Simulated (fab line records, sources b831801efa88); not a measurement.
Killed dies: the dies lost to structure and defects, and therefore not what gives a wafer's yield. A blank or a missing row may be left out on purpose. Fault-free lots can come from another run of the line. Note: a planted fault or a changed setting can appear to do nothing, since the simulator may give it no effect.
fab line records	flow gf180mcu
[record] lots = 13	wafers = 39	lastDay = 34
route steps=602 shown STI@26 MVSD@77 MVPSD@82 HV_LDD@186
lots that met no fault: from a run of the same line without faults
startH: the number of hours between the record's first day and the start of the first shown wafer of the lot	waitH: hours elapsed since this lot's preceding step	" unchanged from the row above	L1.1+2: a single row standing in for several wafers	- value missing, or start not given	* or withheld: withheld	< > ~ a bound
route shown NAME@n: a module of which the file shows steps, and the number in the route of the first	usual: average and standard deviation across the fault-free wafers	same: alike in all rows	chamber/n: place in a boat	sites: per-site readings	_std_site: standard deviation across them	_edge_site: outer sites' mean less inner sites'	radiusMm: for every site, how far away it sits from the centre of the wafer	mask NAME#n: copy n	behind: tool/chamber where the wafer was last shaped	hold: the reason the lot was held/the length of the hold in hours/how it ended	device: whichever transistor did not switch (one of n, p or np)	end of line: the tests these same wafers got at the end of their route	where a step has no rows: the recipe by itself	killed: dies lost to structure and defects at the first sort, not the wafer's yield	map: per-die view of a wafer (x killed, . not killed, _ where there is no die)
set.NAME: the setting as run; set.NAME@STEP: as run at that earlier step	model.NAME: the simulator's own value behind a step, which no gauge read
route steps across a sampled set of lots; one table per step, one row per wafer
services: when a tool's chamber went out of use (startH, in hours from the record's first day, below 0 if earlier), for how many hours, and the reason
[[steps]]
[step GF_STI_CMP_25]
[recipe] stopOn = Si3N4	tOverpolishS = 33	downForcePsi = 4	platenRpm = 60	targetThkNm = 524.6	padVelocityMS = 0.94248
[usual] motorCurrentA = 12.5/1	overpolishRunS = 33.000/0.0095	slurryFilterDpKPa = 13.48/0.14	slurryFlowMlMin = 149.9/0.48	timeToEndpointS = 122/3.8
lot.wafer	tool	chamber	startH	waitH	motorCurrentA	overpolishRunS	slurryFilterDpKPa	slurryFlowMlMin	timeToEndpointS
L435.1	cmp-01	2	27.92	0.1	10.9	33.006	13.36	149.9	126
L435.4	"	1	"	"	14.0	33.016	13.43	150.1	126
L435.5	"	3	"	"	11.9	33.001	13.55	149.8	123
L438.3	cmp-01	3	43.28	0.1	12.1	32.998	13.13	150.1	122
L438.6	"	2	"	"	11.0	32.995	13.39	150.5	119
L438.5	"	3	"	"	11.7	32.994	13.55	149.6	124
L439.1	cmp-02	2	48.45	0.2	13.8	32.985	13.60	149.9	128
L439.6	"	3	"	"	11.8	33.000	13.62	150.6	126
L439.5	"	0	"	"	12.4	32.989	13.53	149.4	124
L441.1	cmp-02	1	62.03	0.1	14.2	33.009	13.49	150.0	125
L441.2	"	2	"	"	14.0	33.000	13.56	149.8	123
L441.5	"	2	"	"	13.1	32.982	13.66	150.3	120
L442.1	cmp-01	2	65.04	0.3	11.6	33.005	13.41	149.9	118
L442.3	"	3	"	"	12.0	33.009	13.42	150.2	114
L442.4	"	1	"	"	13.9	32.996	13.46	149.5	115
L443.4	cmp-01	1	68.76	0.1	13.3	32.995	13.55	149.6	123
L443.1	"	2	"	"	11.8	32.994	13.40	149.5	119
L443.6	"	1	"	"	13.9	33.003	13.62	149.9	119
L444.4	cmp-01	1	74.23	0.1	12.8	32.989	13.64	150.1	125
L444.1	"	2	"	"	10.9	33.027	13.47	150.6	119
L444.5	"	0	"	"	12.5	33.003	13.46	149.8	119
L447.1	cmp-01	3	89.84	0.1	11.1	32.995	13.41	149.4	121
L447.5	"	1	"	"	13.7	32.996	13.14	149.3	128
L447.6	"	2	"	"	11.4	32.988	13.65	150.1	126
L449.4	cmp-02	1	101.46	0.2	14.2	32.997	13.39	149.4	125
L449.2	"	2	"	"	13.4	33.004	13.41	149.4	123
L449.6	"	2	"	"	13.3	32.983	13.41	149.3	125
L455.2	cmp-01	1	130.55	0.2	13.0	32.995	13.43	150.3	128
L455.1	"	2	"	"	11.2	33.005	13.55	150.2	124
L455.5	"	1	"	"	13.0	32.998	13.53	149.9	124
L456.4	cmp-02	3	135.65	0.1	11.9	33.003	13.45	150.1	126
L456.2	"	0	"	"	12.3	33.003	13.43	149.1	123
L456.1	"	1	"	"	14.6	33.017	13.49	149.9	122
L457.2	cmp-01	2	140.79	0.0	11.7	33.015	13.51	151.6	119
L457.1	"	3	"	"	12.0	32.994	13.50	149.3	120
L457.4	"	1	"	"	13.3	32.994	13.67	150.5	124
L458.2	cmp-01	3	145.95	0.0	11.8	32.995	13.33	149.0	124
L458.3	"	0	"	"	12.2	33.000	13.47	150.3	126
L458.4	"	1	"	"	13.4	33.012	13.59	150.5	131
[step GF_MVSD_TW_MEAS_11]
[usual] MVSD_TW = 1576/11
lot.wafer	tool	chamber	startH	waitH	MVSD_TW
L435.1	filmMetro-02	-	83.76	0.1	1574
L435.4	"	-	"	"	1580
L435.5	"	-	"	"	1578
L438.3	filmMetro-02	-	99.45	0.1	1583
L438.5	"	-	"	"	1579
L438.6	"	-	"	"	1585
L439.1	filmMetro-01	-	105.88	0.1	1592
L439.5	"	-	"	"	1598
L439.6	"	-	"	"	1590
L441.1	filmMetro-01	-	123.48	0.1	1587
L441.2	"	-	"	"	1589
L441.5	"	-	"	"	1595
L442.1	filmMetro-01	-	123.72	0.1	1592
L442.3	"	-	"	"	1588
L442.4	"	-	"	"	1595
L443.1	filmMetro-02	-	129.43	0.1	1574
L443.4	"	-	"	"	1582
L443.6	"	-	"	"	1576
L444.1	filmMetro-02	-	134.58	0.1	1577
L444.4	"	-	"	"	1581
L444.5	"	-	"	"	1584
L447.1	filmMetro-04	-	153.36	0.1	1567
L447.5	"	-	"	"	1570
L447.6	"	-	"	"	1580
L449.2	filmMetro-04	-	165.04	0.1	1585
L449.4	"	-	"	"	1573
L449.6	"	-	"	"	1577
L455.1	filmMetro-04	-	199.16	0.1	1572
L455.2	"	-	"	"	1562
L455.5	"	-	"	"	1559
L456.1	filmMetro-04	-	204.48	0.1	1560
L456.2	"	-	"	"	1562
L456.4	"	-	"	"	1568
L457.1	filmMetro-04	-	210.08	0.1	1565
L457.2	"	-	"	"	1567
L457.4	"	-	"	"	1561
L458.2	filmMetro-04	-	216.39	0.1	1564
L458.3	"	-	"	"	1570
L458.4	"	-	"	"	1569
[step GF_MVPSD_EXPOSE_04]
[recipe] maskId = MVPSD	targetCdNm = 1000	na = 0.6	sourceShape = conventional	sigmaOuter = 0.6	doseMj = 260
lot.wafer	tool	chamber	startH	waitH	mask
L435.1+4+5	ilineStepper-01	0	90.76	-	MVPSD#0
L438.3+5+6	ilineStepper-01	0	106.45	-	MVPSD#0
L439.1+5+6	ilineStepper-02	0	113.30	-	MVPSD#0
L441.1+2+5	ilineStepper-01	0	131.65	-	MVPSD#0
L442.1+3+4	ilineStepper-02	0	131.89	-	MVPSD#0
L443.1+4+6	ilineStepper-01	0	137.00	-	MVPSD#0
L444.1+4+5	ilineStepper-01	0	142.31	-	MVPSD#0
L447.1+5+6	ilineStepper-01	0	161.24	-	MVPSD#0
L449.2+4+6	ilineStepper-02	0	173.00	-	MVPSD#0
L455.1+2+5	ilineStepper-01	0	207.87	-	MVPSD#0
L456.1+2+4	ilineStepper-01	0	213.42	-	MVPSD#0
L457.1+2+4	ilineStepper-02	0	218.81	-	MVPSD#0
L458.2+3+4	ilineStepper-02	0	225.03	-	MVPSD#0
[step GF_MVPSD_OVL_MEAS_07]
[usual] MVPSD_OVL = 0.5/1.3
lot.wafer	tool	chamber	startH	waitH	MVPSD_OVL[nm]
L435.1	overlay-02	-	97.74	-	0.3
L435.4	"	-	"	"	0.4
L435.5	"	-	"	"	2.2
L438.3	overlay-02	-	113.47	-	-0.2
L438.5	"	-	"	"	-1.9
L438.6	"	-	"	"	0.6
L439.1	overlay-02	-	120.39	-	1.9
L439.5	"	-	"	"	2.2
L439.6	"	-	"	"	0.6
L441.1	overlay-02	-	139.09	-	-1.0
L441.2	"	-	"	"	0.7
L441.5	"	-	"	"	0.0
L442.1	overlay-01	-	139.12	-	-0.5
L442.3	"	-	"	"	-2.2
L442.4	"	-	"	"	-1.6
L443.1	overlay-01	-	144.56	-	2.5
L443.4	"	-	"	"	0.0
L443.6	"	-	"	"	-0.4
L444.1	overlay-01	-	149.57	-	1.0
L444.4	"	-	"	"	2.6
L444.5	"	-	"	"	0.1
L447.1	overlay-02	-	169.27	-	3.0
L447.5	"	-	"	"	2.3
L447.6	"	-	"	"	2.4
L449.2	overlay-02	-	181.20	-	1.5
L449.4	"	-	"	"	0.0
L449.6	"	-	"	"	0.6
L455.1	overlay-01	-	216.26	-	-128.5
L455.2	"	-	"	"	-125.3
L455.5	"	-	"	"	-128.1
L456.1	overlay-02	-	221.91	-	-128.8
L456.2	"	-	"	"	-128.8
L456.4	"	-	"	"	-129.1
L457.1	overlay-01	-	227.34	-	-1.4
L457.2	"	-	"	"	0.5
L457.4	"	-	"	"	0.3
L458.2	overlay-01	-	233.94	-	1.8
L458.3	"	-	"	"	0.4
L458.4	"	-	"	"	0.1
[step GF_HV_LDD_STRIP_10]
[recipe] chemistry = O2/N2	powerW = 1400	pressureMtorr = 1500	platenTempC = 250	o2FlowSccm = 3000	n2FlowSccm = 300	overashFraction = 0.5
[usual] chamberPressureMTorr = 1499.9/1.4	drypumpMotorCurrentA = 5.7/0.36	heaterPowerW = 332/25	oesProductAu = 0.716/0.0047	stripTimeToEndpointS = 12.64/0.035
[same] overashFraction = 0.5
lot.wafer	tool	chamber	startH	waitH	chamberPressureMTorr	drypumpMotorCurrentA	heaterPowerW	oesProductAu	rfHoursCounterH	stripTimeToEndpointS
L435.1	plasmaAsher-04	1	216.55	0.1	1499.0	5.7	348	0.714	41	12.64
L435.4	"	1	"	"	1500.4	5.7	337	0.710	-	12.63
L435.5	"	1	"	"	1501.5	5.7	344	0.718	-	12.68
L438.3	plasmaAsher-02	0	238.20	0.1	1500.7	5.5	340	0.715	-	12.67
L438.5	"	0	"	"	1498.5	5.5	340	0.717	-	12.62
L438.6	"	1	"	"	1498.8	5.8	353	0.715	-	12.66
L439.1	plasmaAsher-01	1	247.71	0.1	1498.6	4.9	282	0.715	54	12.63
L439.5	"	0	"	"	1498.4	6.1	311	0.727	-	12.60
L439.6	"	1	"	"	1502.4	4.9	288	0.722	-	12.60
L441.1	plasmaAsher-02	1	271.18	0.1	1499.9	5.8	347	0.720	67	12.62
L441.2	"	0	"	"	1501.4	5.5	339	0.722	67	12.60
L441.5	"	1	"	"	1500.2	5.8	350	0.701	-	12.62
L442.1	plasmaAsher-02	0	272.21	0.1	1500.6	5.5	341	0.716	67	12.62
L442.3	"	1	"	"	1500.3	5.8	356	0.721	-	12.59
L442.4	"	0	"	"	1497.5	5.5	332	0.719	-	12.62
L443.1	plasmaAsher-04	1	277.61	0.1	1500.1	5.7	340	0.707	47	12.67
L443.4	"	1	"	"	1500.5	5.7	347	0.713	-	12.61
L443.6	"	1	"	"	1500.1	5.7	352	0.722	-	12.62
L444.1	plasmaAsher-02	0	282.81	0.1	1500.4	5.5	344	0.715	68	12.63
L444.4	"	1	"	"	1501.0	5.8	354	0.715	-	12.64
L444.5	"	0	"	"	1497.8	5.5	336	0.722	-	12.66
L447.1	plasmaAsher-02	0	306.56	0.1	1499.0	5.5	343	0.711	70	12.73
L447.5	"	0	"	"	1501.3	5.5	339	0.712	-	12.70
L447.6	"	1	"	"	1500.4	5.8	356	0.712	-	12.71
L449.2	plasmaAsher-04	1	321.57	0.1	1499.2	5.7	347	0.717	51	12.57
L449.4	"	1	"	"	1498.8	5.7	349	0.718	-	12.57
L449.6	"	0	"	"	1501.5	5.8	356	0.710	-	12.55
L455.1	plasmaAsher-04	1	365.06	0.1	1498.3	5.8	345	0.713	56	12.66
L455.2	"	0	"	"	1498.2	5.8	352	0.717	56	12.65
L455.5	"	1	"	"	1499.8	5.7	339	0.719	-	12.61
L456.1	plasmaAsher-02	0	370.46	0.1	1500.3	5.5	346	0.712	77	12.68
L456.2	"	1	"	"	1502.5	5.8	349	0.707	77	12.69
L456.4	"	1	"	"	1500.0	5.8	340	0.712	-	12.67
L457.1	plasmaAsher-02	0	378.49	0.1	1498.6	5.5	348	0.711	78	12.59
L457.2	"	1	"	"	1496.2	5.8	354	0.718	78	12.64
L457.4	"	0	"	"	1499.7	5.5	337	0.724	-	12.62
L458.2	plasmaAsher-04	1	383.52	0.1	1500.0	5.8	340	0.721	58	12.68
L458.3	"	1	"	"	1497.4	5.8	350	0.720	-	12.68
L458.4	"	0	"	"	1500.4	5.8	362	0.715	-	12.65
[[services]]
tool	chamber	startH	hours	kind
cmp-01	-	6.25	0.5	repair
plasmaAsher-04	-	18.73	14.6	pm
plasmaAsher-04	-	33.33	4.3	pm
plasmaAsher-02	-	38.87	0.6	repair
cmp-01	-	72.86	0.3	repair
plasmaAsher-02	-	86.58	0.9	repair
cmp-01	-	100.70	3.0	repair
cmp-01	-	103.87	1.5	repair
ilineStepper-02	-	106.13	1.7	pm
plasmaAsher-04	-	122.00	0.4	repair
cmp-01	-	132.11	1.8	repair
plasmaAsher-04	-	162.26	1.9	repair
ilineStepper-02	-	162.86	4.5	repair
cmp-01	-	169.26	3.1	repair
cmp-01	-	190.34	4.3	pm
cmp-01	-	196.47	9.1	repair
plasmaAsher-04	-	229.74	13.0	repair
cmp-01	-	232.00	4.0	pm
plasmaAsher-04	-	235.59	4.3	repair
cmp-01	-	303.55	3.6	repair
cmp-01	-	321.66	1.9	repair
ilineStepper-01	-	327.49	1.7	pm
cmp-01	-	356.14	16.2	pm
plasmaAsher-02	-	361.33	1.0	repair
[[key]]
[firstSign] step = GF_MVPSD_OVL_MEAS_07	reading = MVPSD_OVL	direction = down	sigmas = 99+	usual = 0.5	struck = -128.1
effect none on later readings
metAt GF_MVPSD_EXPOSE_04
struckLots L455,L456
testerLeftOut L455,L456
notActingAt GF_STI_CMP_25,GF_MVSD_TW_MEAS_11,GF_HV_LDD_STRIP_10
onsetBetween 161.24 207.87
[fault] kind = scannerMatchingOverlay	tool = ilineStepper-01	chamber = -	onsetH = 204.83	steps = GF_MVPSD_EXPOSE_04	offset = -129.03
// testerLeftOut: of these lots the tester's yield and bins aren't shown, on N5 and GAA mostly nor the transistor test; their killed dies are dies lost to structure and defects alone, not to doping, threshold or leakage, so they don't give the yield
